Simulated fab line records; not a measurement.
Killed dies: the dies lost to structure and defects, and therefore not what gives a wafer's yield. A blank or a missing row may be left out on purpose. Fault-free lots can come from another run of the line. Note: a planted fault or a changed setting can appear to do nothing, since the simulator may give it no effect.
Struck lot and sound lot, side by side    flow sky130    18 out of 708 route steps
Sound: wafers L426.3, L426.4, L426.5. The struck wafers were L443.2, L443.3, L443.6. At the end, the cause is stated.
Each step with rows lists, per side, the tool, then ch with its chambers, then its first start. Under that, the readings that differ: sound wafers    struck wafers    difference of the means    sigmas: that difference in standard deviations of wafers without a fault.
alike: readings with means less than 2 such deviations apart, plus words and numbers identical on both sides. not compared: withheld readings, readings lacking a value on some wafer, bounds such as >300 that could conceal the same value, and numbers that have no deviation in the record and whose values overlap.
Wherever a step has rows on one side only, a row that says differs or no value, or a row with sigmas, the two part there. Non-overlapping numbers with no deviation appear without sigmas and do not part them. A reading missing from all wafers of one side parts the sides only when that side holds two or more wafers.

first, 1 step without rows for these wafers: SKY_VT_ADJUST_PCH_IMPLANT_08.
SKY_VT_ADJUST_PCH_STRIP_09: strips in O2/N2.
  sound on plasma asher-03 ch 0,1, day 10 13:45; struck on plasma asher-03 ch 0,1, day 16 05:41
  alike: chamber pressure mTorr, drypump motor current A, oes product au, strip time to endpoint s
  not compared: rf hours counter h
SKY_VT_ADJUST_PCH_TW_MEAS_10:
  sound on film metro-04, day 10 13:50; struck on film metro-04, day 16 05:47
  alike: VT_ADJUST_PCH_TW
then, 7 steps without rows for these wafers: SKY_SONOS_TUNNEL_DEHYDRATE_00 (time 60 s); SKY_SONOS_TUNNEL_HMDS_01 (prime time 60 s); SKY_SONOS_TUNNEL_COAT_02 (resist thk 1140 nm); SKY_SONOS_TUNNEL_SOFTBAKE_03 (time 60 s); SKY_SONOS_TUNNEL_EXPOSE_04 (exposes mask TUNM, target cd 410 nm); SKY_SONOS_TUNNEL_PEB_05; SKY_SONOS_TUNNEL_DEVELOP_06 (develop time 60 s).
SKY_SONOS_TUNNEL_CD_MEAS_07: the cd target is 410 nm.
  sound on cd sem-02, day 11 11:56; struck on cd sem-01, day 17 09:48
  alike: cd nm
SKY_SONOS_TUNNEL_OVL_MEAS_08:
  sound on overlay-02, day 11 12:01; struck on overlay-01, day 17 09:54
  alike: SONOS_TUNNEL_OVL
SKY_SONOS_TUNNEL_IMPLANT_09:
  sound on implanter-03 ch 0, day 11 12:06; struck on implanter-01 ch 0, day 17 09:58
reading             sound                             struck                         difference  sigmas
dose ions cm2       1.0012e+12 1.0022e+12 1.0027e+12  3.957e+11 3.922e+11 3.921e+11  -6.087e+11  -99 or more
faraday current uA  5.56 5.68 5.58                    2.26 2.19 2.30                 -3.36       -28
  alike: beam energy keV
then, 2 steps without rows for these wafers: SKY_SONOS_TUNNEL_WET_ETCH_10 (etches SiO2 in dHF, target depth 14 nm, time 280 s); SKY_SONOS_TUNNEL_STRIP_11 (strips in SPM, time 600 s).
SKY_SONOS_TUNNEL_TW_MEAS_12:
  sound on film metro-01, day 11 12:29; struck on film metro-03, day 17 10:21
reading          sound              struck             difference  sigmas
SONOS_TUNNEL_TW  195.9 196.2 196.3  155.9 154.7 155.4  -40.8       -29
then, 1 step without rows for these wafers: SKY_SONOS_TUNNEL_CLEAN_13 (cleans in dHF, time 20 s).
-- here the record skips 33 days between the struck wafers' starts before and after, leaving off in module SONOS_TUNNEL and picking up in module PAD_OPEN (first step shown: number 708 of the route) --
SKY_PAD_OPEN_PROBE_99:
  sound on prober-01, day 46 00:15; struck on prober-02, day 50 00:32
reading                                      sound                    struck                   difference  sigmas
model.etest.sonos uncharged.r on ohm um      815.9 818.2 812.5        773 754.7 778.7          -47         
model.etest.sonos programmed.off log10 a um  -14.12 -13.88 -13.98     -12.55 -12.39 -12.12     +1.64       
model.etest.sonos programmed.vt v (V)        1.438 1.462 1.429        1.315 1.302 1.269        -0.148      
model.etest.sonos baked.vt v (V)             0.9484 0.9205 0.9694     0.8338 0.838 0.7996      -0.1223     
model.etest.sonos uncharged.vt v (V)         -0.4063 -0.4445 -0.4169  -0.6017 -0.6324 -0.5923  -0.1862     
model.etest.sonos erased.vt v (V)            -2.296 -2.256 -2.232     -2.458 -2.412 -2.463     -0.183      
  alike: killed_at_M0_to_M3, killed_at_M4_up, killed at contacts, killed at front end, killed at other, killed dies, killed open, killed short

WHERE THEY PART
At SKY_SONOS_TUNNEL_IMPLANT_09 first; at SKY_SONOS_TUNNEL_TW_MEAS_12 last (within this record only). Later steps at which nothing parts them and some readings are alike: SKY_PAD_OPEN_PROBE_99.

WHY: what had been put in by the simulator
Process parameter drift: implanter-01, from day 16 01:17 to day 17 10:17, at SKY_SONOS_TUNNEL_IMPLANT_09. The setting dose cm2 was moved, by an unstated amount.
